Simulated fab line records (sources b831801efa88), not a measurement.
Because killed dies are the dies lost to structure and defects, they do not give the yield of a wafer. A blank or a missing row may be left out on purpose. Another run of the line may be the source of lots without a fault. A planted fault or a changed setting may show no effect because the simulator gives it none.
The same fault as seen by 2 desks | flow sky130 | numbers are kept per desk, each desk with only its own; the story behind them comes last

== FROM THE METROLOGY DESK ==
Lot by lot, what the gauges showed, no matter which tool ran the lot: averages of those sampled wafers that carry a number. The brackets show how far a lot's mean lies from the usual mean; more than 4 standard deviations puts the lot out of limits, marked OUT.
Columns: A = VIA3_BOW at SKY_VIA3_BOW_MEAS_03, usual 79 um; B = cd-nm at SKY_VIA3_CD_MEAS_12, usual 200.0 nm
lot  | first seen here | A  | B
L299 | day 38 23:42    | 76 | 200.6
L301 | day 39 10:16    | 85 | 199.9
L304 | day 40 14:27    | 83 | 198.6
L305 | day 40 15:31    | 80 | 201.7
L306 | day 41 10:14    | 72 | 197.3
L307 | day 41 18:18    | 81 | 199.9
L308 | day 41 19:19    | 85 | 200.9
L311 | day 42 12:26    | 75 | 201.8
L313 | day 43 03:35    | 73 | 198.1
L317 | day 44 03:15    | 74 | 200.5
L319 | day 44 14:04    | 96 | 201.3
L320 | day 44 20:16    | 83 | 199.7
This desk found nothing out of limits on any of the 12 lots.

== AT THE TOOL OWNER'S DESK: pvd-sputter-01 ==
The tool's own readings at SKY_METAL4_SPUTTER_00 (material Ti, target thk 15 nm, time 10 s): means of the sampled wafers that have a number, for each lot that ran on this tool. The brackets show how far a lot's mean lies from the usual mean; more than 4 standard deviations puts the lot out of limits, marked OUT.
Columns: A = throttle-valve-pct at SKY_METAL4_SPUTTER_00, usual 29.5 %
lot  | first seen here | A
L301 | day 40 12:07    | 28.9
L307 | day 42 19:43    | 29.0
L308 | day 42 20:12    | 29.4
L311 | day 43 12:58    | 29.4
L317 | day 45 03:59    | 28.8
This desk found nothing out of limits on any of the 5 lots.

== ALL TOGETHER ==
From the metrology desk's view, nothing was out of limits.
The desk of the tool owner found nothing out of limits.

== WHAT THE SIMULATOR HAD INSERTED ==
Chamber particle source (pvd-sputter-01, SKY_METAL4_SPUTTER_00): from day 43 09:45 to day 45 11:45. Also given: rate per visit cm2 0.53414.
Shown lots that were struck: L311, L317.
